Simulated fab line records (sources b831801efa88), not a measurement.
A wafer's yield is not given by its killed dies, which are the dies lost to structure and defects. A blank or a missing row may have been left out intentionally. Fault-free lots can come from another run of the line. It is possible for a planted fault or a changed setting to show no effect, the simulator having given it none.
fab line records	flow sky130
record: lots: 14	wafers: 42	last-day: 50
route steps=708 shown LI_CONTACT@384 LOCAL_INTERCONNECT@389 CONTACT@408
lots with no fault: from the same line, run without faults
start-h: hours from the record's opening day to when the first of the lot's shown wafers began	wait-h: hours since the lot's step before	" as in the row above	L1.1+2: one row covering several wafers at once	- no value, or no start given	* or withheld: withheld	< > ~ a bound
route shown NAME@n: a module of which the file shows steps, and the number in the route of the first	usual: mean/standard deviation taken from wafers without a fault	same: alike in all rows	chamber/n: place in a boat	sites: the reading at each site	_std_site: standard deviation of those values	_edge_site: outer sites' mean less inner sites'	radius-mm: how far each site lies from the wafer's centre	mask NAME#n: copy n	behind: tool/chamber where the wafer was last shaped	hold: why the lot was held/for how many hours/how that ended	device: which transistor (n, p or np) failed to switch	end of line: the same wafers' tests at the end of the route	a step without rows: its recipe alone	killed: the dies lost at the first sort to structure and to defects; this is not the yield of the wafer	map: a wafer's dies, marking killed ones x, the rest . and places with no die _
set.NAME: setting as actually run; set.NAME@STEP: the setting as run at that earlier step	model.NAME: the simulator's own value behind a step, which no gauge read
a sample of lots followed through the steps of the route, with each step as a table and each wafer as a row
services: when a tool's chamber went out of use (start-h, in hours from the record's first day, below 0 if earlier), for how many hours, and the reason
== steps ==
step: SKY_LI_CONTACT_RS_MEAS_22
recipe: thk-meas-gauge: four-point-probe	reads: W_of_LI_CONTACT_CVD_21+TiN_of_LI_CONTACT_SPUTTER_20+Ti_of_LI_CONTACT_SPUTTER_19
usual: LI_CONTACT_W_RS: 0.285/0.0041
lot.wafer	tool	chamber	start-h	wait-h	LI_CONTACT_W_RS[ohm/sq]
L683.2	film-metro-03	-	710.40	0.1	0.290
L683.4	"	-	"	"	0.287
L683.5	"	-	"	"	0.288
L684.2	film-metro-04	-	712.60	0.1	0.286
L684.3	"	-	"	"	0.286
L684.5	"	-	"	"	0.281
L685.2	film-metro-01	-	714.51	0.1	0.286
L685.4	"	-	"	"	0.284
L685.5	"	-	"	"	0.280
L686.1	film-metro-01	-	724.62	0.1	0.287
L686.2	"	-	"	"	0.284
L686.3	"	-	"	"	0.283
L687.2	film-metro-03	-	736.80	0.1	0.286
L687.4	"	-	"	"	0.287
L687.6	"	-	"	"	0.286
L688.2	film-metro-01	-	742.97	0.1	0.289
L688.3	"	-	"	"	0.287
L688.6	"	-	"	"	0.282
L690.1	film-metro-03	-	746.27	0.1	0.292
L690.3	"	-	"	"	0.290
L690.6	"	-	"	"	0.288
L694.3	film-metro-03	-	779.23	0.1	0.285
L694.5	"	-	"	"	0.287
L694.6	"	-	"	"	0.288
L699.2	film-metro-03	-	809.60	0.1	0.279
L699.3	"	-	"	"	0.284
L699.5	"	-	"	"	0.284
L700.1	film-metro-01	-	821.79	0.1	0.286
L700.2	"	-	"	"	0.282
L700.4	"	-	"	"	0.288
L701.2	film-metro-03	-	828.76	0.1	0.283
L701.5	"	-	"	"	0.290
L701.6	"	-	"	"	0.280
L702.1	film-metro-03	-	840.98	0.1	0.292
L702.2	"	-	"	"	0.281
L702.4	"	-	"	"	0.289
L703.2	film-metro-03	-	850.46	0.1	0.284
L703.3	"	-	"	"	0.276
L703.4	"	-	"	"	0.289
L705.2	film-metro-01	-	853.38	0.1	0.274
L705.5	"	-	"	"	0.278
L705.6	"	-	"	"	0.288
step: SKY_LI_CONTACT_CMP_24
recipe: stop-on: PSG	t-overpolish-s: 20	down-force-psi: 3.5	platen-rpm: 60	target-thk-nm: 0	pad-velocity-m-s: 0.94248
usual: motor-current-A: 11.1/0.7	overpolish-run-s: 20.001/0.0088	time-to-endpoint-s: 97/4.9
lot.wafer	tool	chamber	start-h	wait-h	motor-current-A	overpolish-run-s	time-to-endpoint-s
L683.4	cmp-02	3	710.56	0.0	9.4	19.997	97
L683.2	"	0	"	"	10.9	19.984	93
L683.5	"	0	"	"	10.9	19.997	94
L684.3	cmp-02	2	712.77	0.0	10.7	19.990	102
L684.2	"	1	"	"	12.5	20.005	102
L684.5	"	2	"	"	10.7	20.010	100
L685.2	cmp-02	1	714.67	0.0	12.0	20.003	104
L685.4	"	0	"	"	10.4	19.995	100
L685.5	"	2	"	"	10.5	19.997	106
L686.3	cmp-02	1	724.80	0.0	12.8	19.992	102
L686.2	"	3	"	"	9.7	20.011	99
L686.1	"	0	"	"	10.4	19.990	94
L687.4	cmp-02	2	736.96	0.0	10.4	20.013	100
L687.2	"	3	"	"	10.1	20.008	92
L687.6	"	2	"	"	11.2	19.993	103
L688.2	cmp-01	2	743.18	0.1	11.0	19.997	93
L688.3	"	0	"	"	11.6	19.998	88
L688.6	"	1	"	"	11.1	19.993	92
L690.1	cmp-01	3	746.73	0.3	11.3	19.998	90
L690.3	"	1	"	"	11.6	20.009	90
L690.6	"	0	"	"	12.1	20.011	87
L694.3	cmp-02	1	779.52	0.2	12.4	20.009	104
L694.6	"	2	"	"	11.0	19.987	102
L694.5	"	3	"	"	9.7	19.981	97
L699.3	cmp-01	0	809.76	0.0	12.0	20.016	86
L699.2	"	1	"	"	11.1	20.011	91
L699.5	"	1	"	"	11.6	19.998	90
L700.2	cmp-01	1	822.11	0.2	11.4	20.009	98
L700.1	"	2	"	"	11.2	20.024	98
L700.4	"	0	"	"	10.8	19.992	95
L701.2	cmp-01	1	828.92	0.0	11.0	19.999	98
L701.6	"	1	"	"	11.5	20.003	104
L701.5	"	2	"	"	11.7	19.997	98
L702.1	cmp-01	1	841.16	0.1	11.1	20.007	100
L702.2	"	3	"	"	10.9	20.001	105
L702.4	"	0	"	"	11.3	20.010	92
L703.4	cmp-01	0	850.67	0.1	11.5	20.008	94
L703.2	"	1	"	"	10.6	20.013	97
L703.3	"	2	"	"	11.4	20.002	100
L705.2	cmp-02	0	853.54	0.0	10.2	20.002	102
L705.5	"	0	"	"	11.1	19.995	97
L705.6	"	1	"	"	11.7	20.017	104
step: SKY_LOCAL_INTERCONNECT_THK_MEAS_02
recipe: thk-meas-gauge: xrf	reads: TiN_of_LOCAL_INTERCONNECT_SPUTTER_00
usual: LOCAL_INTERCONNECT_TIN_THK: 100.9/1.2
lot.wafer	tool	chamber	start-h	wait-h	LOCAL_INTERCONNECT_TIN_THK[nm]
L683.2	film-metro-03	-	711.06	0.1	100.6
L683.4	"	-	"	"	101.6
L683.5	"	-	"	"	101.1
L684.2	film-metro-01	-	713.26	0.1	97.8
L684.3	"	-	"	"	100.3
L684.5	"	-	"	"	101.0
L685.2	film-metro-03	-	715.17	0.1	100.2
L685.4	"	-	"	"	100.0
L685.5	"	-	"	"	102.6
L686.1	film-metro-03	-	725.29	0.1	100.9
L686.2	"	-	"	"	101.0
L686.3	"	-	"	"	103.3
L687.2	film-metro-01	-	737.46	0.1	102.4
L687.4	"	-	"	"	99.9
L687.6	"	-	"	"	100.3
L688.2	film-metro-01	-	743.62	0.1	99.9
L688.3	"	-	"	"	100.4
L688.6	"	-	"	"	100.7
L690.1	film-metro-02	-	747.21	0.1	101.5
L690.3	"	-	"	"	101.8
L690.6	"	-	"	"	100.6
L694.3	film-metro-02	-	779.87	0.1	101.3
L694.5	"	-	"	"	100.9
L694.6	"	-	"	"	100.0
L699.2	film-metro-01	-	810.26	0.1	99.3
L699.3	"	-	"	"	100.5
L699.5	"	-	"	"	98.2
L700.1	film-metro-03	-	822.59	0.1	101.9
L700.2	"	-	"	"	102.0
L700.4	"	-	"	"	102.9
L701.2	film-metro-02	-	829.41	0.1	102.5
L701.5	"	-	"	"	102.7
L701.6	"	-	"	"	102.5
L702.1	film-metro-03	-	841.65	0.1	102.0
L702.2	"	-	"	"	101.5
L702.4	"	-	"	"	102.1
L703.2	film-metro-02	-	851.11	0.1	102.1
L703.3	"	-	"	"	101.7
L703.4	"	-	"	"	101.2
L705.2	film-metro-01	-	854.03	0.1	99.2
L705.5	"	-	"	"	98.6
L705.6	"	-	"	"	100.0
step: SKY_CONTACT_HDPCVD_02
recipe: material: SiO2	target-thk-nm: 565	sigma-open-frac: 0.3	time-s: 94.2	temp-c: 600	sih4-flow-sccm: 60	pressure-mtorr: 6
lot.wafer	tool	chamber	start-h	wait-h
L683.2+4+5	hdpcvd-01	0,1,0	739.33	0.0
L684.2+3+5	hdpcvd-01	1,2,0	741.90	0.0
L685.2+4+5	hdpcvd-02	1,1,2	744.09	0.0
L686.1+2+3	hdpcvd-02	1,2,0	754.85	0.1
L687.2+4+6	hdpcvd-02	2,2,0	765.24	0.0
L688.2+3+6	hdpcvd-01	1,0,0	772.36	0.0
L690.1+3+6	hdpcvd-02	0,2,1	775.81	0.1
L694.3+5+6	hdpcvd-01	2,1,0	807.21	0.0
L699.2+3+5	hdpcvd-02	1,0,1	837.61	0.0
L700.1+2+4	hdpcvd-02	1,0,1	849.76	0.1
L701.2+5+6	hdpcvd-02	1,0,1	856.84	0.0
L702.1+2+4	hdpcvd-02	0	869.61	0.1
L703.2+3+4	hdpcvd-01	1,2,1	879.40	0.0
L705.2+5+6	hdpcvd-02	1,1,0	881.76	0.0
step: SKY_CONTACT_THK_MEAS_03
recipe: reads: SiO2_of_CONTACT_HDPCVD_02
usual: CONTACT_HDPCVD_THK: 566/6.4
lot.wafer	tool	chamber	start-h	wait-h	CONTACT_HDPCVD_THK[nm]
L683.2	film-metro-02	-	739.41	0.0	575
L683.4	"	-	"	"	582
L683.5	"	-	"	"	577
L684.2	film-metro-02	-	741.98	0.0	574
L684.3	"	-	"	"	552
L684.5	"	-	"	"	574
L685.2	film-metro-03	-	744.16	0.0	567
L685.4	"	-	"	"	562
L685.5	"	-	"	"	571
L686.1	film-metro-03	-	754.92	0.0	565
L686.2	"	-	"	"	565
L686.3	"	-	"	"	563
L687.2	film-metro-04	-	765.32	0.0	281
L687.4	"	-	"	"	280
L687.6	"	-	"	"	568
L688.2	film-metro-03	-	772.44	0.0	573
L688.3	"	-	"	"	562
L688.6	"	-	"	"	564
L690.1	film-metro-04	-	775.88	0.0	564
L690.3	"	-	"	"	278
L690.6	"	-	"	"	568
L694.3	film-metro-03	-	807.30	0.1	561
L694.5	"	-	"	"	576
L694.6	"	-	"	"	575
L699.2	film-metro-03	-	837.69	0.0	557
L699.3	"	-	"	"	559
L699.5	"	-	"	"	565
L700.1	film-metro-02	-	849.86	0.1	562
L700.2	"	-	"	"	567
L700.4	"	-	"	"	564
L701.2	film-metro-04	-	856.95	0.1	563
L701.5	"	-	"	"	571
L701.6	"	-	"	"	573
L702.1	film-metro-02	-	869.81	0.2	571
L702.2	"	-	"	"	566
L702.4	"	-	"	"	571
L703.2	film-metro-03	-	879.48	0.0	571
L703.3	"	-	"	"	561
L703.4	"	-	"	"	566
L705.2	film-metro-02	-	881.87	0.1	572
L705.5	"	-	"	"	569
L705.6	"	-	"	"	566
step: SKY_CONTACT_CMP_04
recipe: material: SiO2	down-force-psi: 4	platen-rpm: 60	pad-velocity-m-s: 0.94248
usual: motor-current-A: 12.1/0.91	time-to-endpoint-s: 83/4.5
lot.wafer	tool	chamber	start-h	wait-h	motor-current-A	time-to-endpoint-s
L683.2	cmp-02	3	739.46	0.0	10.0	84
L683.4	"	0	"	"	10.9	85
L683.5	"	3	"	"	10.5	86
L684.3	cmp-01	2	742.03	0.0	12.3	75
L684.2	"	3	"	"	12.9	85
L684.5	"	3	"	"	11.7	84
L685.4	cmp-01	0	744.22	0.0	12.0	73
L685.2	"	1	"	"	12.3	79
L685.5	"	1	"	"	12.4	82
L686.3	cmp-02	0	754.98	0.0	10.8	79
L686.1	"	2	"	"	11.9	86
L686.2	"	3	"	"	10.2	79
L687.2	cmp-02	1	765.37	0.0	13.5	52
L687.4	"	2	"	"	11.0	50
L687.6	"	2	"	"	11.5	87
L688.3	cmp-02	0	772.49	0.0	11.1	78
L688.2	"	3	"	"	11.4	85
L688.6	"	0	"	"	11.3	80
L690.1	cmp-02	3	775.94	0.1	10.6	81
L690.3	"	1	"	"	14.5	49
L690.6	"	0	"	"	11.4	84
L694.3	cmp-01	3	807.39	0.1	12.7	77
L694.6	"	2	"	"	12.0	79
L694.5	"	3	"	"	12.6	86
L699.3	cmp-01	0	837.74	0.0	12.7	80
L699.2	"	1	"	"	11.7	84
L699.5	"	1	"	"	11.8	87
L700.4	cmp-01	3	849.97	0.1	12.3	89
L700.2	"	0	"	"	12.5	85
L700.1	"	1	"	"	12.3	82
L701.2	cmp-01	2	857.10	0.1	12.4	82
L701.5	"	0	"	"	12.6	83
L701.6	"	1	"	"	12.6	86
L702.4	cmp-02	0	869.87	0.0	11.4	83
L702.1	"	2	"	"	11.2	89
L702.2	"	3	"	"	10.4	83
L703.4	cmp-02	3	879.58	0.1	10.0	84
L703.2	"	0	"	"	11.3	84
L703.3	"	2	"	"	11.1	91
L705.2	cmp-01	1	881.97	0.1	12.2	87
L705.5	"	0	"	"	13.0	81
L705.6	"	1	"	"	12.4	84
step: SKY_CONTACT_ETCH_17
recipe: target: SiO2	chemistry: C4F8/O2/Ar	stop-on: Si3N4	mask-material: KrF-thick	source-w: 1554	bias-w: 1200	pressure-mtorr: 40	c4f8-flow-sccm: withheld	O2_flow_sccm: 6	Ar_flow_sccm: 300	time-s: withheld	target-depth-a: 3400
usual: oes-product-au: 0.892/0.0047
lot.wafer	tool	chamber	start-h	wait-h	oes-product-au
L683.2	rie-diel-04	2	767.01	0.0	0.892
L683.4	"	3	"	"	0.888
L683.5	"	3	"	"	0.896
L684.2	rie-diel-04	1	770.91	0.0	0.890
L684.3	"	3	"	"	0.891
L684.5	"	3	"	"	0.887
L685.2	rie-diel-04	2	772.85	0.0	0.889
L685.4	"	1	"	"	0.898
L685.5	"	1	"	"	0.891
L686.1	rie-diel-04	1	782.80	0.0	0.880
L686.2	"	3	"	"	0.890
L686.3	"	0	"	"	0.901
L687.2	rie-diel-03	3	792.90	0.0	0.801
L687.4	"	1	"	"	0.807
L687.6	"	0	"	"	0.895
L688.2	rie-diel-03	3	799.95	0.0	0.890
L688.3	"	2	"	"	0.890
L688.6	"	0	"	"	0.889
L690.1	rie-diel-03	3	803.61	0.0	0.903
L690.3	"	2	"	"	0.796
L690.6	"	0	"	"	0.886
L694.3	rie-diel-01	1	834.35	0.0	0.894
L694.5	"	1	"	"	0.887
L694.6	"	0	"	"	0.891
L699.2	rie-diel-01	2	865.01	0.0	0.887
L699.3	"	1	"	"	0.888
L699.5	"	0	"	"	0.888
L700.1	rie-diel-04	3	877.16	0.0	0.896
L700.2	"	1	"	"	0.897
L700.4	"	0	"	"	0.890
L701.2	rie-diel-04	2	884.56	0.0	0.895
L701.5	"	1	"	"	0.900
L701.6	"	0	"	"	0.890
L702.1	rie-diel-04	1	896.16	0.0	0.893
L702.2	"	2	"	"	0.891
L702.4	"	3	"	"	0.897
L703.2	rie-diel-04	2	905.61	0.0	0.891
L703.3	"	0	"	"	0.891
L703.4	"	3	"	"	0.892
L705.2	rie-diel-03	2	907.56	0.0	0.896
L705.5	"	3	"	"	0.889
L705.6	"	0	"	"	0.896
== services ==
tool	chamber	start-h	hours	kind
cmp-02	-	689.49	4.3	pm
cmp-02	-	697.53	2.5	repair
rie-diel-04	0	717.68	1.9	repair
cmp-02	-	730.12	0.3	repair
rie-diel-04	0	731.75	2.0	repair
cmp-02	-	742.86	4.2	repair
cmp-02	-	747.02	4.0	pm
rie-diel-04	1	748.49	2.4	repair
cmp-01	-	751.02	5.4	pm
cmp-01	-	753.17	13.3	repair
cmp-02	-	753.32	1.0	repair
hdpcvd-02	-	766.60	2.5	repair
cmp-02	-	766.84	1.3	repair
hdpcvd-01	-	781.21	0.6	repair
cmp-01	-	790.56	4.5	repair
cmp-01	-	791.32	0.9	repair
cmp-01	-	792.12	0.9	repair
cmp-02	-	819.17	32.7	repair
hdpcvd-02	2	846.09	173.0	repair
cmp-01	-	851.24	1.2	repair
rie-diel-04	-	857.98	0.7	repair
rie-diel-04	0	859.34	7.8	repair
hdpcvd-02	1	860.43	11.6	repair
hdpcvd-02	-	860.62	1.4	repair
== key ==
first-sign: step: SKY_CONTACT_THK_MEAS_03	reading: CONTACT_HDPCVD_THK	direction: down	sigmas: 45	usual: 566	struck: 280
effect: step: SKY_CONTACT_CMP_04	reading: time-to-endpoint-s	direction: down	sigmas: 7.3	usual: *	struck: *
effect: step: SKY_CONTACT_ETCH_17	reading: oes-product-au	direction: down	sigmas: 19	usual: 0.892	struck: 0.801
met-at SKY_CONTACT_HDPCVD_02
struck-lots L687,L690
struck-wafers L687.2,L687.4,L690.3
sort-left-out L687.2,L687.4,L690.3
tester-left-out L687,L690
not-acting-at SKY_LI_CONTACT_RS_MEAS_22,SKY_LI_CONTACT_CMP_24,SKY_LOCAL_INTERCONNECT_THK_MEAS_02
onset-between 754.85 765.24
fault: kind: process-parameter-drift	tool: hdpcvd-02	chamber: 2	onset-h: 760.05	steps: SKY_CONTACT_HDPCVD_02	channel: target-thk-nm	offset: -284.76	shape: step	end-h: 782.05	acts-in: these-recipes-only	stated: 565
tester-left-out: of these lots the tester's yield and bins aren't shown, on N5 and GAA mostly nor the transistor test; their killed dies are dies lost to structure and defects alone, not to doping, threshold or leakage, so they don't give the yield
sort-left-out: the simulated sort isn't trusted on such a fault, so these wafers' sort isn't shown, and their yield isn't known
